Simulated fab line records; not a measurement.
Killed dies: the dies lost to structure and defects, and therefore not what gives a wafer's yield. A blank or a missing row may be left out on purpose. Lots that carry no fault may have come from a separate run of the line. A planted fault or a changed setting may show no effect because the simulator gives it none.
Which of the tools did it?    flow gf180mcu    24 lots with 72 wafers sampled at 6 steps, on a route of 602 steps

== WHAT EACH GAUGE READ, for each wafer ==
GF_V2_BOW_MEAS_05. Usual: V2_BOW gives 98 um (standard deviation 8).
lot   measured      on             V2_BOW (um)  flag
L074  day 19 17:22  film_metro-01  103 93 84    
L075  day 19 20:37  film_metro-04  92 98 104    
L076  day 20 14:34  film_metro-01  89 93 85     
L077  day 20 17:32  film_metro-04  107 107 115  
L078  day 20 21:29  film_metro-01  104 99 103   
L079  day 21 18:22  film_metro-04  96 101 95    
L081  day 21 20:28  film_metro-02  113 95 107   
L080  day 21 22:22  film_metro-04  95 94 94     
L082  day 22 18:54  film_metro-04  90 78 91     
L083  day 22 20:27  film_metro-04  92 86 85     
L084  day 23 01:49  film_metro-04  90 94 102    
L085  day 23 05:07  film_metro-02  80 99 88     
L086  day 24 01:20  film_metro-01  92 95 85     
L087  day 24 17:47  film_metro-04  94 91 92     
L088  day 24 18:11  film_metro-02  111 109 99   
L090  day 24 22:59  film_metro-01  105 88 90    
L089  day 25 00:32  film_metro-01  106 105 97   
L091  day 25 12:49  film_metro-04  99 106 87    
L092  day 25 18:37  film_metro-02  93 107 91    
L093  day 25 18:53  film_metro-02  100 93 89    
L094  day 26 14:23  film_metro-02  109 98 94    
L095  day 26 15:04  film_metro-02  111 100 108  
L096  day 26 18:10  film_metro-04  89 93 107    
L097  day 27 11:28  film_metro-04  85 103 95    

GF_V3_THK_MEAS_01. Usual: V3_CVD_00_THK gives 601 nm (standard deviation 6).
lot   measured      on             V3_CVD_00_THK (nm)  flag
L074  day 21 20:22  film_metro-04  601 604 596         
L075  day 21 23:57  film_metro-03  603 606 591         
L076  day 22 16:25  film_metro-03  601 588 598         
L077  day 22 19:46  film_metro-01  591 585 597         
L078  day 22 23:29  film_metro-01  592 600 599         
L079  day 23 18:48  film_metro-01  605 603 600         
L081  day 23 21:44  film_metro-03  593 594 598         
L080  day 23 23:08  film_metro-01  603 592 593         
L082  day 24 19:03  film_metro-03  597 590 589         
L083  day 24 19:22  film_metro-03  611 612 601         
L084  day 25 01:09  film_metro-03  596 602 596         
L085  day 25 04:30  film_metro-03  605 603 599         
L086  day 25 23:29  film_metro-04  594 598 590         
L087  day 26 14:19  film_metro-01  603 604 600         
L088  day 26 13:58  film_metro-04  597 601 602         
L090  day 26 19:50  film_metro-03  612 613 606         
L089  day 26 21:34  film_metro-03  603 602 600         
L091  day 27 09:26  film_metro-01  603 598 609         
L092  day 27 15:28  film_metro-01  606 606 602         
L093  day 27 15:58  film_metro-01  604 598 595         
L094  day 28 09:43  film_metro-03  595 599 597         
L095  day 28 11:20  film_metro-01  611 599 614         
L096  day 28 14:24  film_metro-03  608 607 612         
L097  day 29 05:05  film_metro-04  601 602 597         

== EACH LOT AND THE TOOL THAT RAN IT (in order: tool; ch and the chambers of the sampled wafers; start) ==
lot   GF_V2_CMP_04                   GF_V2_CVD_23                   GF_M3_SPUTTER_02              GF_M3_STRIP_17
L074  cmp-01 ch 1,3, day 19 17:02    cvd_w-02 ch 0,1, day 20 18:43  pvd_sputter-02, day 20 19:26  plasma_asher-03 ch 0,1, day 21 19:44
L075  cmp-01 ch 1,2,3, day 19 20:28  cvd_w-01 ch 0,1, day 20 22:16  pvd_sputter-02, day 20 22:59  plasma_asher-02 ch 0,1, day 21 23:20
L076  cmp-01 ch 1,2,3, day 20 14:16  cvd_w-01 ch 0,1, day 21 15:32  pvd_sputter-03, day 21 16:16  plasma_asher-04 ch 0,1, day 22 15:48
L077  cmp-02 ch 1,2, day 20 17:14    cvd_w-01 ch 0,1, day 21 18:39  pvd_sputter-01, day 21 19:22  plasma_asher-02 ch 0,1, day 22 19:08
L078  cmp-02 ch 0,2,3, day 20 21:16  cvd_w-02 ch 1, day 21 22:05    pvd_sputter-03, day 21 22:48  plasma_asher-02 ch 0,1, day 22 22:52
L079  cmp-01 ch 0,1,3, day 21 18:04  cvd_w-02 ch 0,1, day 22 18:43  pvd_sputter-03, day 22 19:27  plasma_asher-02 ch 0,1, day 23 18:11
L081  cmp-01 ch 0,1,2, day 21 20:14  cvd_w-01 ch 0,1, day 22 20:43  pvd_sputter-03, day 22 21:26  plasma_asher-02 ch 0,1, day 23 21:05
L080  cmp-01 ch 0,1,2, day 21 22:04  cvd_w-02 ch 0,1, day 22 22:54  pvd_sputter-02, day 22 23:37  plasma_asher-02 ch 0,1, day 23 22:32
L082  cmp-02 ch 1,2, day 22 18:35    cvd_w-02 ch 1, day 23 18:47    pvd_sputter-01, day 23 19:43  plasma_asher-03 ch 0,1, day 24 18:17
L083  cmp-02 ch 0,3, day 22 20:09    cvd_w-02 ch 0, day 23 19:46    pvd_sputter-01, day 23 20:38  plasma_asher-03 ch 1, day 24 18:46
L084  cmp-02 ch 0,1,2, day 23 01:34  cvd_w-02 ch 0, day 24 01:02    pvd_sputter-01, day 24 01:53  plasma_asher-04 ch 1, day 25 00:23
L085  cmp-02 ch 0,2,3, day 23 04:47  cvd_w-02 ch 0,1, day 24 04:40  pvd_sputter-03, day 24 05:21  plasma_asher-04 ch 0,1, day 25 03:49
L086  cmp-02 ch 1,3, day 24 00:55    cvd_w-01 ch 1, day 25 00:40    pvd_sputter-03, day 25 01:23  plasma_asher-03 ch 0,1, day 25 22:53
L087  cmp-02 ch 1,3, day 24 17:29    cvd_w-02 ch 0,1, day 25 15:34  pvd_sputter-02, day 25 16:19  plasma_asher-02 ch 0, day 26 13:36
L088  cmp-02 ch 0,1,3, day 24 17:56  cvd_w-01 ch 0,1, day 25 15:35  pvd_sputter-03, day 25 16:16  plasma_asher-04 ch 0,1, day 26 13:22
L090  cmp-01 ch 1,2,3, day 24 22:44  cvd_w-02 ch 0,1, day 25 21:26  pvd_sputter-02, day 25 22:10  plasma_asher-03 ch 0,1, day 26 19:14
L089  cmp-01 ch 0,1,3, day 25 00:17  cvd_w-02 ch 0, day 25 23:02    pvd_sputter-02, day 25 23:46  plasma_asher-04 ch 0,1, day 26 20:58
L091  cmp-02 ch 0,1, day 25 12:34    cvd_w-02 ch 0,1, day 26 10:52  pvd_sputter-01, day 26 11:35  plasma_asher-03 ch 0,1, day 27 08:47
L092  cmp-02 ch 0,1,2, day 25 18:25  cvd_w-01 ch 0,1, day 26 16:59  pvd_sputter-01, day 26 17:42  plasma_asher-04 ch 0,1, day 27 14:50
L093  cmp-01 ch 1,2, day 25 18:38    cvd_w-02 ch 0,1, day 26 17:01  pvd_sputter-02, day 26 17:47  plasma_asher-04 ch 0,1, day 27 15:20
L094  cmp-02 ch 0,2, day 26 14:05    cvd_w-01 ch 0,1, day 27 12:07  pvd_sputter-02, day 27 12:50  plasma_asher-03 ch 0,1, day 28 09:05
L095  cmp-01 ch 0,1,3, day 26 14:46  cvd_w-02 ch 0,1, day 27 13:45  pvd_sputter-01, day 27 14:26  plasma_asher-02 ch 0,1, day 28 10:44
L096  cmp-02 ch 1,2,3, day 26 17:55  cvd_w-02 ch 0,1, day 27 15:56  pvd_sputter-02, day 27 16:53  plasma_asher-04 ch 0,1, day 28 13:46
L097  cmp-02 ch 1,2, day 27 11:10    cvd_w-01 ch 0,1, day 28 08:21  pvd_sputter-03, day 28 09:05  plasma_asher-02 ch 0,1, day 29 04:29
- GF_V2_CMP_04: polishes SiO2.
- GF_V2_CVD_23: deposits W, target thk 350 nm, time 104.94 s.
- GF_M3_SPUTTER_02: material AlCu, target thk 450 nm, time 23.9 s.
- GF_M3_STRIP_17: strips in O2/N2.

== WHAT THE TOOLS THEMSELVES READ (means of the sampled wafers that have a number; where no wafer has one, the mark that the record gives instead) ==
GF_V2_CMP_04. Usual: motor_current_A 11.8 A, standard deviation 1.2; time_to_endpoint_s 79 s, standard deviation 4.6.
lot   tool    motor_current_A (A)  time_to_endpoint_s (s)  flag
L074  cmp-01  12.2                 78                      
L075  cmp-01  11.9                 82                      
L076  cmp-01  11.8                 76                      
L077  cmp-02  11.4                 80                      
L078  cmp-02  11.3                 83                      
L079  cmp-01  12.7                 82                      
L081  cmp-01  11.7                 80                      
L080  cmp-01  11.8                 79                      
L082  cmp-02  11.6                 83                      
L083  cmp-02  11.9                 77                      
L084  cmp-02  11.8                 78                      
L085  cmp-02  10.9                 76                      
L086  cmp-02  13.2                 81                      
L087  cmp-02  12.5                 84                      
L088  cmp-02  12.4                 81                      
L090  cmp-01  11.9                 77                      
L089  cmp-01  12.4                 84                      
L091  cmp-02  11.4                 87                      
L092  cmp-02  11.6                 75                      
L093  cmp-01  11.1                 78                      
L094  cmp-02  10.6                 75                      
L095  cmp-01  12.2                 81                      
L096  cmp-02  12.2                 78                      
L097  cmp-02  11.5                 80                      

GF_V2_CVD_23. Usual: heater_power_w reads 834 W (standard deviation 120).
lot   tool      heater_power_w (W)  flag
L074  cvd_w-02  888                 
L075  cvd_w-01  804                 
L076  cvd_w-01  807                 
L077  cvd_w-01  813                 
L078  cvd_w-02  680                 
L079  cvd_w-02  907                 
L081  cvd_w-01  793                 
L080  cvd_w-02  900                 
L082  cvd_w-02  697                 
L083  cvd_w-02  1000                
L084  cvd_w-02  1006                
L085  cvd_w-02  891                 
L086  cvd_w-01  797                 
L087  cvd_w-02  805                 
L088  cvd_w-01  810                 
L090  cvd_w-02  798                 
L089  cvd_w-02  996                 
L091  cvd_w-02  897                 
L092  cvd_w-01  805                 
L093  cvd_w-02  788                 
L094  cvd_w-01  817                 
L095  cvd_w-02  895                 
L096  cvd_w-02  808                 
L097  cvd_w-01  816                 

GF_M3_SPUTTER_02. Usual: throttle_valve_pct reads 30.1 % (standard deviation 1.5).
lot   tool            throttle_valve_pct (%)  flag
L074  pvd_sputter-02  30.8                    
L075  pvd_sputter-02  30.4                    
L076  pvd_sputter-03  29.5                    
L077  pvd_sputter-01  29.5                    
L078  pvd_sputter-03  29.5                    
L079  pvd_sputter-03  30.6                    
L081  pvd_sputter-03  30.2                    
L080  pvd_sputter-02  30.6                    
L082  pvd_sputter-01  30.1                    
L083  pvd_sputter-01  27.7                    
L084  pvd_sputter-01  30.3                    
L085  pvd_sputter-03  30.1                    
L086  pvd_sputter-03  31.6                    
L087  pvd_sputter-02  30.9                    
L088  pvd_sputter-03  30.1                    
L090  pvd_sputter-02  29.9                    
L089  pvd_sputter-02  30.2                    
L091  pvd_sputter-01  30.0                    
L092  pvd_sputter-01  28.3                    
L093  pvd_sputter-02  30.5                    
L094  pvd_sputter-02  30.7                    
L095  pvd_sputter-01  29.4                    
L096  pvd_sputter-02  29.5                    
L097  pvd_sputter-03  30.3                    

GF_M3_STRIP_17. Usual: drypump_motor_current_A 5.8 A, standard deviation 0.57; heater_power_w 330 W, standard deviation 31; oes_product_au 0.537 a.u., standard deviation 0.0052; strip_time_to_endpoint_s 7.38 s, standard deviation 0.052.
lot   tool             drypump_motor_current_A (A)  heater_power_w (W)  oes_product_au (a.u.)  strip_time_to_endpoint_s (s)  flag
L074  plasma_asher-03  5.4                          345                 0.539                  7.37                          
L075  plasma_asher-02  5.5                          314                 0.532                  7.38                          
L076  plasma_asher-04  6.3                          333                 0.537                  7.29                          
L077  plasma_asher-02  5.5                          318                 0.530                  7.34                          
L078  plasma_asher-02  5.3                          311                 0.537                  7.36                          
L079  plasma_asher-02  5.3                          313                 0.532                  7.40                          
L081  plasma_asher-02  5.3                          313                 0.535                  7.34                          
L080  plasma_asher-02  5.3                          308                 0.539                  7.38                          
L082  plasma_asher-03  5.4                          342                 0.539                  7.38                          
L083  plasma_asher-03  5.1                          379                 0.542                  7.43                          
L084  plasma_asher-04  6.6                          366                 0.542                  7.39                          
L085  plasma_asher-04  6.3                          335                 0.541                  7.41                          
L086  plasma_asher-03  5.7                          315                 0.537                  7.45                          
L087  plasma_asher-02  5.0                          304                 0.538                  7.39                          
L088  plasma_asher-04  6.4                          356                 0.539                  7.34                          
L090  plasma_asher-03  5.3                          350                 0.537                  7.35                          
L089  plasma_asher-04  6.3                          333                 0.537                  7.43                          
L091  plasma_asher-03  5.7                          320                 0.537                  7.42                          
L092  plasma_asher-04  6.5                          351                 0.532                  7.34                          
L093  plasma_asher-04  6.4                          353                 0.541                  7.43                          
L094  plasma_asher-03  5.7                          316                 0.539                  7.39                          
L095  plasma_asher-02  5.5                          319                 0.538                  7.40                          
L096  plasma_asher-04  6.3                          341                 0.530                  7.38                          
L097  plasma_asher-02  5.3                          312                 0.535                  7.39                          

== THE ANSWER, worked out from the rows above alone ==
Rule: lot off if the mean of its wafers having a number is beyond 3 standard deviations from the usual mean. A lot without any number at a reading at which 4 lots or more have one is off too. Any other lot the step has rows for is counted as sound. The gauges are gone through in route order, then the tools' own readings, and for those a lot's mean is taken as printed above. The first step at which some lot is off is used, and at that step the reading that is off furthest; a lot without a number counts as furthest.
Across all readings shown, no lot is off: no conclusion can be drawn from this.

== WHAT HAD BEEN PUT IN BY THE SIMULATOR ==
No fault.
